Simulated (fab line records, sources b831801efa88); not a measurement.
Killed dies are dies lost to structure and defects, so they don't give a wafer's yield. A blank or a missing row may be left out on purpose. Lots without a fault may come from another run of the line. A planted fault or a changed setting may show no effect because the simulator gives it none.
fab line records | flow sky130
record lots=6 wafers=18 last_day=50
route steps=708 shown LDD_HVP@287 LDD_LDN@289 PAD_OPEN@708
lots that met no fault: from a run of the same line without faults
start_h: hours from the record's first day to the start of the lot's first wafer shown | wait_h: hours since the lot's step before | " the same as in the row above | L1.1+2: a row that stands for several wafers | - no value, or no start given | * or withheld: withheld | < > ~ a bound
route shown NAME@n: a module of which the file shows steps, and the number in the route of the first | usual: mean/standard deviation of fault-free wafers | same: alike in all rows | chamber/n: place in a boat | sites: the reading at each site | _std_site: their standard deviation | _edge_site: outer sites' mean less inner sites' | radius_mm: how far each site lies from the wafer's centre | mask NAME#n: copy n | behind: the tool/chamber that last shaped the wafer | hold: why the lot was held/for how many hours/how that ended | device: the transistor (n, p or np) that didn't switch | end of line: the same wafers' tests at the end of the route | a step without rows: its recipe alone | killed: dies lost to structure and defects at the first sort, not the wafer's yield | map: a wafer's dies, x killed, . not, _ none there
set.NAME: the setting as run; set.NAME@STEP: as run at that earlier step | model.NAME: the simulator's own value behind a step, which no gauge read
lots at some steps of the route; a table a step, a row a wafer
services: from which hour (start_h, from the record's first day; less than 0 if before it) a tool's chamber was out of use, for how many hours, and why
## steps
# step SKY_LDD_HVP_STRIP_09
# recipe chemistry=O2/N2 power_w=1400 pressure_mtorr=1500 platen_temp_c=withheld o2_flow_sccm=3000 n2_flow_sccm=300 overash_fraction=0.5
# usual drypump_motor_current_A=5.6/0.32 oes_product_au=0.409/0.0047 strip_time_to_endpoint_s=4.134/0.015
# columns lot.wafer tool chamber start_h wait_h drypump_motor_current_A oes_product_au rf_hours_counter_h strip_time_to_endpoint_s
L669.1 plasma_asher-01 1 523.17 0.1 6.1 0.409 36 4.152
L669.3 " 0 " " 5.7 0.408 - 4.138
L669.6 " 0 " " 5.7 0.402 - 4.136
L675.1 plasma_asher-04 0 583.72 0.1 5.2 0.404 78 4.143
L675.2 " 1 " " 5.7 0.407 78 4.136
L675.5 " 1 " " 5.7 0.404 - 4.117
L678.2 plasma_asher-01 1 593.55 0.1 6.1 0.409 44 4.146
L678.3 " 0 " " 5.7 0.415 - 4.139
L678.4 " 1 " " 6.1 0.402 - 4.140
L680.1 plasma_asher-01 1 616.22 0.1 6.1 0.409 46 4.154
L680.2 " 0 " " 5.7 0.403 46 4.145
L680.4 " 0 " " 5.7 0.414 - 4.152
L688.1 plasma_asher-01 1 676.32 0.1 6.1 0.414 52 4.149
L688.2 " 0 " " 5.8 0.397 52 4.147
L688.6 " 1 " " 6.1 0.411 - 4.124
L689.2 plasma_asher-01 1 699.17 0.1 6.1 0.420 55 4.117
L689.4 " 0 " " 5.7 0.408 - 4.138
L689.6 " 0 " " 5.7 0.410 - 4.125
# step SKY_LDD_HVP_TW_MEAS_10
# usual LDD_HVP_TW=451/3.7
# columns lot.wafer tool chamber start_h wait_h LDD_HVP_TW
L669.1 film_metro-01 - 523.27 0.1 451
L669.3 " - " " 450
L669.6 " - " " 452
L675.1 film_metro-01 - 583.82 0.1 448
L675.2 " - " " 448
L675.5 " - " " 446
L678.2 film_metro-03 - 593.66 0.1 456
L678.3 " - " " 456
L678.4 " - " " 455
L680.1 film_metro-04 - 616.32 0.1 449
L680.2 " - " " 449
L680.4 " - " " 452
L688.1 film_metro-04 - 676.42 0.1 452
L688.2 " - " " 450
L688.6 " - " " 451
L689.2 film_metro-04 - 699.28 0.1 448
L689.4 " - " " 447
L689.6 " - " " 447
# step SKY_LDD_LDN_DEHYDRATE_00
# recipe temp_c=200 time_s=60
# step SKY_LDD_LDN_HMDS_01
# recipe prime_time_s=60 prime_temp_c=120
# step SKY_LDD_LDN_COAT_02
# recipe resist=NOVOLAK spin_rpm=3000 resist_thk_nm=1140
# step SKY_LDD_LDN_SOFTBAKE_03
# recipe temp_c=90 time_s=60 resist=NOVOLAK
# step SKY_LDD_LDN_EXPOSE_04
# recipe mask_id=LDNTM na=0.6 source_shape=conventional sigma_outer=0.6 polarization=unpolarized target_cd_nm=700 dose_mj=140
# step SKY_LDD_LDN_PEB_05
# recipe temp_c=withheld time_s=* resist=NOVOLAK
# step SKY_LDD_LDN_DEVELOP_06
# recipe resist=NOVOLAK developer=TMAH develop_time_s=60 dev_temp_c=23
# step SKY_LDD_LDN_OVL_MEAS_07
# usual LDD_LDN_OVL=0.2/1.3
# columns lot.wafer tool chamber start_h wait_h LDD_LDN_OVL[nm]
L669.1 overlay-02 - 553.73 0.1 -1.9
L669.3 " - " " 1.7
L669.6 " - " " -1.8
L675.1 overlay-02 - 612.09 0.1 0.0
L675.2 " - " " -0.2
L675.5 " - " " 0.6
L678.2 overlay-02 - 622.49 0.1 -0.8
L678.3 " - " " 2.2
L678.4 " - " " -1.2
L680.1 overlay-01 - 644.38 0.1 -0.6
L680.2 " - " " 0.3
L680.4 " - " " 0.5
L688.1 overlay-02 - 704.29 0.1 0.8
L688.2 " - " " -1.8
L688.6 " - " " -1.7
L689.2 overlay-02 - 725.99 0.1 0.2
L689.4 " - " " 0.6
L689.6 " - " " -1.3
# step SKY_LDD_LDN_IMPLANT_08
# recipe species=As energy_kev=15 dose_cm2=1.25e+13 tilt_deg=withheld rotation_deg=23
# step SKY_LDD_LDN_IMPLANT_09
# recipe species=As energy_kev=15 dose_cm2=1.25e+13 tilt_deg=withheld rotation_deg=113
# step SKY_LDD_LDN_IMPLANT_10
# recipe species=As energy_kev=15 dose_cm2=1.25e+13 tilt_deg=withheld rotation_deg=203
# usual dose_ions_cm2=1.25e+13/1.3e+10 faraday_current_uA=70.4/1.4
# columns lot.wafer tool chamber start_h wait_h dose_ions_cm2 faraday_current_uA
L669.1 implanter-02 0 554.07 0.1 1.2521e+13 71.7
L669.3 " 0 " " 1.2512e+13 71.2
L669.6 " 0 " " 1.2526e+13 70.7
L675.1 implanter-02 0 612.42 0.1 1.2463e+13 72.1
L675.2 " 0 " " 1.2496e+13 70.9
L675.5 " 0 " " 1.2502e+13 69.5
L678.2 implanter-02 0 622.85 0.1 2.1476e+13 120.9
L678.3 " 0 " " 2.1469e+13 118.6
L678.4 " 0 " " 2.1488e+13 121.7
L680.1 implanter-02 0 644.72 0.1 2.1477e+13 120.3
L680.2 " 0 " " 2.1478e+13 123.3
L680.4 " 0 " " 2.1486e+13 121.8
L688.1 implanter-03 0 704.62 0.1 1.2505e+13 72.7
L688.2 " 0 " " 1.2514e+13 72.1
L688.6 " 0 " " 1.2509e+13 69.2
L689.2 implanter-01 0 726.34 0.1 1.2515e+13 69.7
L689.4 " 0 " " 1.2507e+13 71.3
L689.6 " 0 " " 1.2511e+13 73.9
# step SKY_LDD_LDN_IMPLANT_11
# recipe species=As energy_kev=15 dose_cm2=1.25e+13 tilt_deg=withheld rotation_deg=293
# step SKY_LDD_LDN_STRIP_12
# recipe chemistry=O2/N2 power_w=1400 pressure_mtorr=1500 platen_temp_c=withheld o2_flow_sccm=3000 n2_flow_sccm=300 overash_fraction=0.5
# usual drypump_motor_current_A=6.0/0.4 oes_product_au=0.715/0.0046 strip_time_to_endpoint_s=14.18/0.038
# columns lot.wafer tool chamber start_h wait_h drypump_motor_current_A oes_product_au rf_hours_counter_h strip_time_to_endpoint_s
L669.1 plasma_asher-02 0 554.37 0.1 6.2 0.717 87 14.13
L669.3 " 0 " " 6.2 0.715 - 14.15
L669.6 " 0 " " 6.2 0.722 - 14.15
L675.1 plasma_asher-01 0 612.72 0.1 5.7 0.717 46 14.17
L675.2 " 1 " " 6.1 0.709 46 14.15
L675.5 " 0 " " 5.7 0.721 - 14.11
L678.2 plasma_asher-02 0 623.12 0.1 6.2 0.720 94 14.18
L678.3 " 0 " " 6.2 0.711 - 14.13
L678.4 " 1 " " 6.5 0.712 - 14.16
L680.1 plasma_asher-01 1 645.02 0.1 6.1 0.709 49 14.16
L680.2 " 0 " " 5.7 0.713 49 14.21
L680.4 " 0 " " 5.7 0.714 - 14.19
L688.1 plasma_asher-03 0 704.92 0.1 5.2 0.719 25 14.15
L688.2 " 1 " " 5.7 0.725 25 14.17
L688.6 " 0 " " 5.2 0.720 - 14.15
L689.2 plasma_asher-01 0 726.62 0.1 5.7 0.720 57 14.20
L689.4 " 1 " " 6.1 0.714 - 14.19
L689.6 " 1 " " 6.1 0.714 - 14.23
# step SKY_LDD_LDN_TW_MEAS_13
# usual LDD_LDN_TW=1480/13
# columns lot.wafer tool chamber start_h wait_h LDD_LDN_TW
L669.1 film_metro-01 - 554.47 0.1 1448
L669.3 " - " " 1460
L669.6 " - " " 1463
L675.1 film_metro-01 - 612.82 0.1 1469
L675.2 " - " " 1464
L675.5 " - " " 1457
L678.2 film_metro-02 - 623.23 0.1 1564
L678.3 " - " " 1573
L678.4 " - " " 1584
L680.1 film_metro-03 - 645.12 0.1 1555
L680.2 " - " " 1546
L680.4 " - " " 1558
L688.1 film_metro-03 - 705.02 0.1 1480
L688.2 " - " " 1479
L688.6 " - " " 1486
L689.2 film_metro-02 - 726.73 0.1 1497
L689.4 " - " " 1494
L689.6 " - " " 1492
# step SKY_LDD_LDN_CLEAN_14
# recipe chemistry=SC1/SC2 mix=1:4:20 temp_c=70 time_s=150 dry=n2_spin
# step SKY_PAD_OPEN_PROBE_99
# usual killed_at_M0_to_M3=43/6.3 killed_at_M4_up=3.3/1.7 killed_at_contacts=24/5.4 killed_at_front_end=16/4.6 killed_at_other=0.4/0.7 killed_dies=87/9.4 killed_open=47/6.9 killed_short=39/6.1
# same gross_dies=492 killed_at_back_side=0
# columns lot.wafer tool chamber start_h wait_h killed_at_M0_to_M3 killed_at_M4_up killed_at_contacts killed_at_front_end killed_at_other killed_dies killed_open killed_short model.etest.tip_sonos.rs_ohm_sq
L669.1 prober-02 - 1096.28 0.1 46 2 29 26 0 103 48 53 2816
L669.3 prober-02 - 1096.38 0.2 30 3 30 15 1 79 41 38 2824
L675.1 prober-02 - 1134.61 0.1 32 3 16 17 0 68 32 36 2784
L675.2 prober-02 - 1134.66 0.1 43 2 24 7 1 77 50 27 2691
L675.5 prober-02 - 1134.81 0.2 44 3 30 13 1 91 42 49 2728
L678.2 prober-01 - 1144.33 0.1 39 3 25 26 0 93 57 36 2470
L678.3 prober-01 - 1144.38 0.2 56 3 11 9 0 79 41 38 2454
L678.4 prober-01 - 1144.43 0.2 49 3 21 24 1 98 56 42 2510
L680.1 prober-01 - 1156.97 0.1 35 3 36 12 1 87 51 34 2367
L680.2 prober-01 - 1157.02 0.1 43 2 27 17 0 89 51 37 2346
L680.4 prober-01 - 1157.12 0.2 48 2 35 19 0 104 58 45 2349
L688.1 prober-01 - 1192.68 0.1 45 5 25 25 0 100 60 40 2837
L688.2 prober-01 - 1192.73 0.1 43 2 24 14 0 83 37 46 2835
L688.6 prober-01 - 1192.93 0.2 43 2 18 14 0 77 41 36 2810
L689.2 prober-01 - 1204.03 0.1 49 2 18 6 0 75 43 32 2766
L689.4 prober-01 - 1204.13 0.2 31 2 27 24 0 84 38 46 2793
L689.6 prober-01 - 1204.23 0.2 37 5 27 13 0 82 42 39 2748
# killed by level:class
L669.1 VIA2:geometric_particle:open=11 METAL2:geometric_particle:short=10 FIELD_ISO:geometric_particle:short=9 CONTACT:geometric_particle:short=8 LI_CONTACT:geometric_particle:open=7 CONTACT:geometric_particle:open=7 VIA1:geometric_particle:open=7 FIELD_ISO:geometric_particle:open=5
L669.3 CONTACT:geometric_particle:open=13 VIA1:geometric_particle:open=7 LI_CONTACT:geometric_particle:open=5 LOCAL_INTERCONNECT:geometric_particle:short=5 CONTACT:geometric_particle:short=5 METAL1:geometric_particle:short=5 VIA3:geometric_particle:open=5 FIELD_ISO:geometric_particle:short=4
L675.1 VIA1:geometric_particle:open=7 METAL2:geometric_particle:short=6 CONTACT:geometric_particle:open=6 VIA2:geometric_particle:open=6 FIELD_ISO:geometric_particle:open=4 POLY_GATE:geometric_particle:short=4 LI_CONTACT:geometric_particle:open=3 CONTACT:geometric_particle:short=3
L675.2 VIA1:geometric_particle:open=11 LI_CONTACT:geometric_particle:open=9 VIA2:geometric_particle:open=9 CONTACT:geometric_particle:open=6 VIA3:geometric_particle:open=6 CONTACT:geometric_particle:short=4 METAL2:geometric_particle:short=4 LOCAL_INTERCONNECT:geometric_particle:short=3
L675.5 CONTACT:geometric_particle:open=11 VIA2:geometric_particle:open=9 METAL1:geometric_particle:short=8 CONTACT:geometric_particle:short=7 VIA1:geometric_particle:open=6 VIA3:geometric_particle:open=6 LI_CONTACT:geometric_particle:open=5 LI_CONTACT:geometric_particle:short=5
L678.2 VIA1:geometric_particle:open=12 CONTACT:geometric_particle:open=11 FIELD_ISO:geometric_particle:open=7 POLY_GATE:geometric_particle:open=7 POLY_GATE:geometric_particle:short=6 METAL1:geometric_particle:short=6 LI_CONTACT:geometric_particle:open=6 VIA3:geometric_particle:open=5
L678.3 VIA1:geometric_particle:open=15 METAL1:geometric_particle:short=9 VIA1:geometric_particle:short=6 VIA3:geometric_particle:open=6 VIA2:geometric_particle:open=5 FIELD_ISO:geometric_particle:open=4 CONTACT:geometric_particle:open=4 VIA2:geometric_particle:short=4
L678.4 VIA1:geometric_particle:open=16 CONTACT:geometric_particle:open=10 POLY_GATE:geometric_particle:open=7 VIA1:geometric_particle:short=7 POLY_GATE:geometric_particle:short=6 VIA3:geometric_particle:open=6 METAL1:geometric_particle:short=5 FIELD_ISO:geometric_particle:open=4
L680.1 CONTACT:geometric_particle:open=13 LI_CONTACT:geometric_particle:open=8 VIA2:geometric_particle:open=8 CONTACT:geometric_particle:short=7 METAL1:geometric_particle:short=6 LOCAL_INTERCONNECT:geometric_particle:short=5 VIA1:geometric_particle:open=5 VIA3:geometric_particle:open=4
L680.2 CONTACT:geometric_particle:open=13 LI_CONTACT:geometric_particle:open=7 VIA3:geometric_particle:open=7 VIA1:geometric_particle:open=7 METAL1:geometric_particle:short=5 FIELD_ISO:geometric_particle:short=4 POLY_GATE:geometric_particle:short=4 LOCAL_INTERCONNECT:geometric_particle:short=4
L680.4 CONTACT:geometric_particle:open=17 METAL2:geometric_particle:short=11 VIA1:geometric_particle:open=10 LI_CONTACT:geometric_particle:open=8 METAL1:geometric_particle:short=8 VIA3:geometric_particle:open=7 FIELD_ISO:geometric_particle:open=5 VIA2:geometric_particle:short=5
L688.1 POLY_GATE:geometric_particle:open=10 CONTACT:geometric_particle:open=10 VIA1:geometric_particle:open=10 LI_CONTACT:geometric_particle:open=8 POLY_GATE:geometric_particle:short=8 VIA2:geometric_particle:open=8 VIA1:geometric_particle:short=7 VIA3:geometric_particle:open=7
L688.2 CONTACT:geometric_particle:open=9 METAL1:geometric_particle:short=8 VIA1:geometric_particle:open=8 LOCAL_INTERCONNECT:geometric_particle:short=7 METAL2:geometric_particle:short=7 VIA3:geometric_particle:short=6 VIA2:geometric_particle:open=5 FIELD_ISO:geometric_particle:open=3
L688.6 CONTACT:geometric_particle:open=8 VIA1:geometric_particle:open=8 POLY_GATE:geometric_particle:open=6 METAL2:geometric_particle:short=6 VIA2:geometric_particle:open=5 VIA1:geometric_particle:short=4 VIA2:geometric_particle:short=4 METAL3:geometric_particle:short=4
L689.2 VIA1:geometric_particle:open=10 CONTACT:geometric_particle:open=8 VIA3:geometric_particle:open=8 METAL1:geometric_particle:short=8 METAL2:geometric_particle:short=7 METAL2:geometric_particle:open=5 VIA2:geometric_particle:open=5 LI_CONTACT:geometric_particle:open=4
L689.4 VIA3:geometric_particle:open=9 FIELD_ISO:geometric_particle:open=8 LI_CONTACT:geometric_particle:open=7 FIELD_ISO:geometric_particle:short=6 LOCAL_INTERCONNECT:geometric_particle:short=6 CONTACT:geometric_particle:short=6 POLY_GATE:geometric_particle:short=5 CONTACT:geometric_particle:open=5
L689.6 LI_CONTACT:geometric_particle:open=11 VIA3:geometric_particle:open=9 CONTACT:geometric_particle:open=7 CONTACT:geometric_particle:short=5 METAL1:geometric_particle:short=5 METAL2:geometric_particle:short=5 VIA2:geometric_particle:open=5 POLY_GATE:geometric_particle:short=4
## services
# columns tool chamber start_h hours kind
implanter-02 - 512.65 1.5 repair
plasma_asher-03 - 513.80 15.6 pm
plasma_asher-02 - 522.68 2.8 pm
implanter-03 - 529.68 4.0 pm
implanter-01 - 575.18 4.4 pm
implanter-02 - 601.28 3.4 repair
implanter-01 - 633.74 3.3 repair
implanter-03 - 634.05 0.8 repair
implanter-03 - 706.24 2.5 repair
## key
first_sign step=SKY_LDD_LDN_IMPLANT_10 reading=dose_ions_cm2 direction=up sigmas=99+ usual=* struck=*
effect step=SKY_LDD_LDN_IMPLANT_10 reading=faraday_current_uA direction=up sigmas=36 usual=70.4 struck=121.1
effect step=SKY_LDD_LDN_TW_MEAS_13 reading=LDD_LDN_TW direction=up sigmas=6.2 usual=1480 struck=1563
model_effect step=SKY_PAD_OPEN_PROBE_99 value=etest.tip_sonos.rs_ohm_sq without=2662 struck=2416
met_at SKY_LDD_LDN_IMPLANT_10
struck_wafers L678.2,L678.3,L678.4,L680.1,L680.2,L680.4
tester_left_out L678,L680
onset_between 612.42 622.85
fault kind=process_parameter_drift tool=implanter-02 chamber=- onset_h=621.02 steps=SKY_LDD_LDN_IMPLANT_10 channel=dose_cm2 offset=* shape=step end_h=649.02 acts_in=* stated=*
# tester_left_out: of these lots the tester's yield and bins aren't shown, on N5 and GAA mostly nor the transistor test; their killed dies are dies lost to structure and defects alone, not to doping, threshold or leakage, so they don't give the yield
